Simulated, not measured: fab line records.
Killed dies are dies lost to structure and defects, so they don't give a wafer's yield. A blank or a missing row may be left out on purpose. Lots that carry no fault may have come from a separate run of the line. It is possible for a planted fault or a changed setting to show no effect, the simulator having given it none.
Which tool is to blame? ; flow sky130 ; 36 wafers sampled from 12 lots at 1 step of a route of 708

== WHAT THE GAUGES SHOWED, per wafer ==
SKY_METAL4_OVL_MEAS_14. Usual: METAL4_OVL 3 nm, standard deviation 5.6.
lot;measured;on;METAL4_OVL (nm);flag
L625;day 41 11:07;overlay-01;10 13 7;
L626;day 42 02:02;overlay-01;11 9 8;
L627;day 42 03:43;overlay-01;5 7 9;
L631;day 43 09:08;overlay-01;-3 0 1;
L634;day 44 12:47;overlay-01;3 5 4;
L639;day 45 11:18;overlay-02;2 9 1;
L640;day 46 03:14;overlay-02;2 -2 0;
L643;day 46 14:11;overlay-02;6 2 5;
L644;day 46 22:07;overlay-02;0 0 -2;
L646;day 47 07:06;overlay-02;-7 -8 -7;
L647;day 47 09:15;overlay-02;0 -6 1;
L648;day 47 16:28;overlay-01;-6 0 -5;

== WHICH TOOL RAN EACH LOT (tool, then ch and the chambers of the sampled wafers, then the start) ==
No process step before these readings appears in the record.

== AS READ BY THE TOOLS THEMSELVES (means over the sampled wafers that have a number; for cases with no such wafer, the mark the record gives instead) ==
The record holds no such reading with a usual standard deviation.

== THE ANSWER, worked out from the rows above alone ==
Rule: a lot is off if the mean of its wafers that have a number lies more than 3 standard deviations from the usual mean. A lot without any number at a reading at which 4 lots or more have one is off too. All remaining lots with rows at the step are treated as sound. After the gauges, taken in route order, come the tools' own readings; for these a lot's mean is taken, as printed above. At the first step where some lot is off, the reading lying furthest off is the one used; lots without a number count as furthest.
None of the lots is off at any reading shown; this tells nothing.

== WHAT HAD BEEN PUT IN BY THE SIMULATOR ==
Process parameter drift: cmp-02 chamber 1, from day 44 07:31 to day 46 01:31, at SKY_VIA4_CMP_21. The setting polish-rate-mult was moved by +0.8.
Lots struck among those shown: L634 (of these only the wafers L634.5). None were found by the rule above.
